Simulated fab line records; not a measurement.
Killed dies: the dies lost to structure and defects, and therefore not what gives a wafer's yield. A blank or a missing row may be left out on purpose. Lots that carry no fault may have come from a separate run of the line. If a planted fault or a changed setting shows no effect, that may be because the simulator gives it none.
Struck lot and sound lot, side by side -- flow gf180mcu -- 18 out of 602 route steps
Sound: these wafers, L904.1, L904.3, L904.6. Wafers L909.1, L909.2, L909.3 were the ones struck. Last of all comes the cause.
Order at every step that has rows: each side's tool, ch and its chambers, its first start. Under that, the readings that differ: sound wafers -- struck wafers -- difference of the means -- sigmas: that difference in standard deviations of wafers without a fault.
alike: readings whose means differ by less than 2 such deviations, and words and numbers that are the same on both sides. not compared: withheld readings, readings that some wafer has no value for, bounds like >300 that may hide the same value, and numbers for which the record gives no deviation and whose values overlap.
A row with sigmas, a row that says differs or no value, or rows on one side alone: a step with any of these is where the two part. Numbers that don't overlap but have no deviation are shown without sigmas and don't part them. Lack of a reading on every wafer of one side parts them only where that side has two or more wafers.

first, 1 step without rows for these wafers: GF_POLY_GATE_CVD_00 (deposits poly-Si, target thk 200 nm, time 1200 s).
GF_POLY_GATE_THK_MEAS_01:
  sound on film_metro-04, day 9 12:24; struck on film_metro-02, day 11 06:40
reading,sound,struck,difference,sigmas
POLY_GATE_CVD_00_THK (nm),200.9 199.3 199.0,204.2 203.3 203.8,+4.0,+3
then, 8 steps without rows for these wafers: GF_POLY_GATE_DEHYDRATE_02 (time 60 s); GF_POLY_GATE_HMDS_03 (prime time 60 s); GF_POLY_GATE_COAT_04; GF_POLY_GATE_COAT_05 (resist thk 700 nm); GF_POLY_GATE_SOFTBAKE_06 (time 60 s); GF_POLY_GATE_EXPOSE_07 (exposes mask Poly2, target cd 280 nm); GF_POLY_GATE_PEB_08 (peb time 90 s); GF_POLY_GATE_DEVELOP_09 (develop time 60 s).
GF_POLY_GATE_CD_MEAS_10: target cd 280 nm.
  sound on cd_sem-02, day 10 05:53; struck on cd_sem-01, day 12 02:21
  alike: cd_nm
GF_POLY_GATE_OVL_MEAS_11:
  sound on overlay-02, day 10 06:01; struck on overlay-02, day 12 02:28
  alike: POLY_GATE_OVL
GF_POLY_GATE_ETCH_12: etches BARC in N2/H2.
  sound on rie_diel-03 ch 0,1,2, day 10 06:03; struck on rie_diel-03 ch 0,1,3, day 12 02:31
  no value came back on the struck wafers for any of 6 readings (bias_w (W), chamber_pressure_mTorr (mTorr) and others); on the sound wafers bias_w (W) reads 100.5 99.9 99.9
GF_POLY_GATE_ETCH_13: etches poly-Si in HBr/Cl2, stops on SiO2, target depth 198.5 nm, time 69.6 s.
  sound on rie_si-01 ch 1,3, day 10 06:06; struck on rie_si-02 ch 0,2,3, day 12 02:34
reading,sound,struck,difference,sigmas
oes_product_au (a.u.),0.998 0.993 0.995,0.274 0.275 0.272,-0.722,-84
  alike: HBr_flow_sccm, bias_w, drypump_motor_current_A, rf_fwd_power_W, throttle_valve_pct
  not compared: rf_hours_counter_h
GF_POLY_GATE_STRIP_14: strips in O2/N2.
  sound on plasma_asher-04 ch 0,1, day 10 06:09; struck on plasma_asher-03 ch 0,1, day 12 02:37
reading,sound,struck,difference,sigmas
oes_product_au (a.u.),0.501 0.505 0.512,0.535 0.531 0.524,+0.024,+5
  alike: drypump_motor_current_A, heater_power_w
  not compared: rf_hours_counter_h
then, 2 steps without rows for these wafers: GF_POLY_GATE_CLEAN_15 (cleans in SC1/SC2, time 150 s); GF_POLY_GATE_OXIDATION_16 (stabilise 600 s, purge 300 s, target thk 4 nm).
GF_POLY_GATE_CD_MEAS_18:
  sound on cd_sem-01, day 10 08:04; struck on cd_sem-01, day 12 04:05
reading,sound,struck,difference,sigmas
cd_nm (nm),278.7 278.2 279.3,- - -,no value on the struck wafers,

## WHERE THEY PART
Earliest at GF_POLY_GATE_THK_MEAS_01; latest, in this record, at GF_POLY_GATE_CD_MEAS_18.

WHY: what had been put in by the simulator
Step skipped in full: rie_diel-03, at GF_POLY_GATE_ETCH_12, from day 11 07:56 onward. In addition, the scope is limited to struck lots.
